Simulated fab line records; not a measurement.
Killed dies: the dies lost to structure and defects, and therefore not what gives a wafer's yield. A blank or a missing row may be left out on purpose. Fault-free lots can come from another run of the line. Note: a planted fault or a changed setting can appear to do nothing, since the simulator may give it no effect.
A single fault, viewed from 2 desks | flow sky130 | each desk holds nothing but its own numbers, with what lay behind them at the end

## METROLOGY DESK
What the gauges read, lot by lot, whatever tool the lot ran on: means of the sampled wafers that have a number. The brackets show how far a lot's mean lies from the usual mean; more than 4 standard deviations puts the lot out of limits, marked OUT.
Columns: A = VIA1_W_RS at SKY_VIA1_RS_MEAS_22, usual 0.428 ohm/sq; B = VIA1_W_THK at SKY_VIA1_THK_MEAS_23, usual 281 nm; C = METAL2_ALCU_RS at SKY_METAL2_RS_MEAS_05, usual 0.1262 ohm/sq; D = METAL2_ALCU_THK at SKY_METAL2_THK_MEAS_06, usual 249 nm; E = cd nm at SKY_METAL2_CD_MEAS_15, usual 140.0 nm; F = METAL2_OVL at SKY_METAL2_OVL_MEAS_16, usual -1 nm
lot  | first seen here | A     | B   | C      | D   | E     | F
L964 | day 35 23:28    | 0.430 | 285 | 0.1246 | 255 | 138.2 | 2
L965 | day 36 05:26    | 0.426 | 281 | 0.1259 | 252 | 140.5 | 8
L970 | day 37 18:12    | 0.433 | 275 | 0.1256 | 253 | 138.4 | -2
L979 | day 40 06:22    | 0.433 | 279 | 0.1290 | 242 | 138.9 | -7
L981 | day 40 20:25    | 0.421 | 282 | 0.1257 | 249 | 138.6 | -4
Finding of this desk: none of the 5 lots has anything out of limits.

## FOR THE TOOL OWNER'S DESK: pvd sputter-01
The tool's own readings at SKY_METAL2_SPUTTER_04 (material TiN, target thk 70 nm, time 58.3 s): means of the sampled wafers that have a number, for each lot that ran on this tool. The brackets show how far a lot's mean lies from the usual mean; more than 4 standard deviations puts the lot out of limits, marked OUT.
Columns: A = throttle valve pct at SKY_METAL2_SPUTTER_04, usual 29.6 %
lot  | first seen here | A
L965 | day 36 05:58    | 28.6
L970 | day 37 18:47    | 29.9
L981 | day 40 20:58    | 30.0
Finding of this desk: none of the 3 lots has anything out of limits.

## BROUGHT TOGETHER
At the metrology desk, nothing out of limits was observed.
The desk of the tool owner found nothing out of limits.

## WHAT THE SIMULATOR PUT IN
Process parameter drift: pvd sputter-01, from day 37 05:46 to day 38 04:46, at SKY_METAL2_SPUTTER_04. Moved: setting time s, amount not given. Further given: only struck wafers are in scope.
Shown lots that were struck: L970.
